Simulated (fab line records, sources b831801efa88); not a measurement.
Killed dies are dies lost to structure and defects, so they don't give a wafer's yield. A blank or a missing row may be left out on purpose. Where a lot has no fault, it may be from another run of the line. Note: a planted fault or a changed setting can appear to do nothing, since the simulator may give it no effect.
Which tool was responsible? || flow gf180mcu || 13 lots, 39 wafers sampled, at 2 steps of a route of 602

## WHAT EACH GAUGE READ, for each wafer
GF_VT_IMPLANT_TW_MEAS_32.
{"lot": "L293", "measured": "day 6 21:27", "on": "film_metro-04", "VT_IMPLANT_3_TW": "266.4 269.6 269.1"}
{"lot": "L294", "measured": "day 7 03:43", "on": "film_metro-03", "VT_IMPLANT_3_TW": "268.3 266.7 267.8"}
{"lot": "L295", "measured": "day 7 09:55", "on": "film_metro-01", "VT_IMPLANT_3_TW": "269.4 269.5 269.2"}
{"lot": "L296", "measured": "day 7 18:51", "on": "film_metro-03", "VT_IMPLANT_3_TW": "267.3 267.5 268.0"}
{"lot": "L297", "measured": "day 8 01:17", "on": "film_metro-01", "VT_IMPLANT_3_TW": "268.9 267.6 270.6"}
{"lot": "L298", "measured": "day 8 08:04", "on": "film_metro-04", "VT_IMPLANT_3_TW": "270.8 271.2 270.9"}
{"lot": "L299", "measured": "day 8 16:43", "on": "film_metro-03", "VT_IMPLANT_3_TW": "266.5 266.1 267.0"}
{"lot": "L300", "measured": "day 8 20:47", "on": "film_metro-01", "VT_IMPLANT_3_TW": "267.6 269.2 268.4"}
{"lot": "L302", "measured": "day 9 05:43", "on": "film_metro-04", "VT_IMPLANT_3_TW": "269.3 268.7 269.3"}
{"lot": "L306", "measured": "day 10 12:29", "on": "film_metro-04", "VT_IMPLANT_3_TW": "270.9 272.6 263.7"}
{"lot": "L310", "measured": "day 11 10:34", "on": "film_metro-04", "VT_IMPLANT_3_TW": "262.4 269.9 263.1 263.2 270.4 262.5"}
{"lot": "L314", "measured": "day 12 13:27", "on": "film_metro-03", "VT_IMPLANT_3_TW": "265.3 266.0 266.5"}
{"lot": "L315", "measured": "day 12 18:01", "on": "film_metro-01", "VT_IMPLANT_3_TW": "269.0 270.4 270.5"}

## WHICH TOOL RAN EACH LOT (tool, then ch and the chambers of the sampled wafers, then the start)
{"lot": "L293", "GF_VT_IMPLANT_IMPLANT_30": "implanter-03 ch 0, day 6 21:12"}
{"lot": "L294", "GF_VT_IMPLANT_IMPLANT_30": "implanter-02 ch 0, day 7 03:30"}
{"lot": "L295", "GF_VT_IMPLANT_IMPLANT_30": "implanter-02 ch 0, day 7 09:41"}
{"lot": "L296", "GF_VT_IMPLANT_IMPLANT_30": "implanter-03 ch 0, day 7 18:36"}
{"lot": "L297", "GF_VT_IMPLANT_IMPLANT_30": "implanter-02 ch 0, day 8 01:02"}
{"lot": "L298", "GF_VT_IMPLANT_IMPLANT_30": "implanter-03 ch 0, day 8 07:49"}
{"lot": "L299", "GF_VT_IMPLANT_IMPLANT_30": "implanter-03 ch 0, day 8 16:29"}
{"lot": "L300", "GF_VT_IMPLANT_IMPLANT_30": "implanter-02 ch 0, day 8 20:32"}
{"lot": "L302", "GF_VT_IMPLANT_IMPLANT_30": "implanter-02 ch 0, day 9 05:29"}
{"lot": "L306", "GF_VT_IMPLANT_IMPLANT_30": "implanter-02 ch 0, day 10 12:16"}
{"lot": "L310", "GF_VT_IMPLANT_IMPLANT_30": "implanter-02 ch 0, day 11 10:20"}
{"lot": "L314", "GF_VT_IMPLANT_IMPLANT_30": "implanter-04 ch 0, day 12 13:12"}
{"lot": "L315", "GF_VT_IMPLANT_IMPLANT_30": "implanter-04 ch 0, day 12 17:46"}
- GF_VT_IMPLANT_IMPLANT_30

## WHAT THE TOOLS THEMSELVES READ (means of the sampled wafers that have a number; where no wafer has one, the mark that the record gives instead)
The record holds no such reading with a usual standard deviation.

## THE ANSWER, worked out from the rows above alone
Rule: the lots themselves supply what counts as usual. The widest of any qualifying gaps counts: lots, ordered by their means at a reading, are off when they make up no more than a third of the lots, leave a main group of 4 or more, and stand apart from it by 3 or more times the standard deviation of that group's means. Not used: any main group whose means are identical at the precision the tables above print for the reading. A lot without any number at a reading at which 4 lots or more have one is off too. Where the step has rows for the other lots, those lots are counted as sound. After the gauges, taken in route order, come the tools' own readings; for these a lot's mean is taken, as printed above. At the first step where some lot is off, the reading lying furthest off is the one used; lots without a number count as furthest.
No lot is off at any reading shown: from this, nothing can be told.

## WHAT THE SIMULATOR HAD INSERTED
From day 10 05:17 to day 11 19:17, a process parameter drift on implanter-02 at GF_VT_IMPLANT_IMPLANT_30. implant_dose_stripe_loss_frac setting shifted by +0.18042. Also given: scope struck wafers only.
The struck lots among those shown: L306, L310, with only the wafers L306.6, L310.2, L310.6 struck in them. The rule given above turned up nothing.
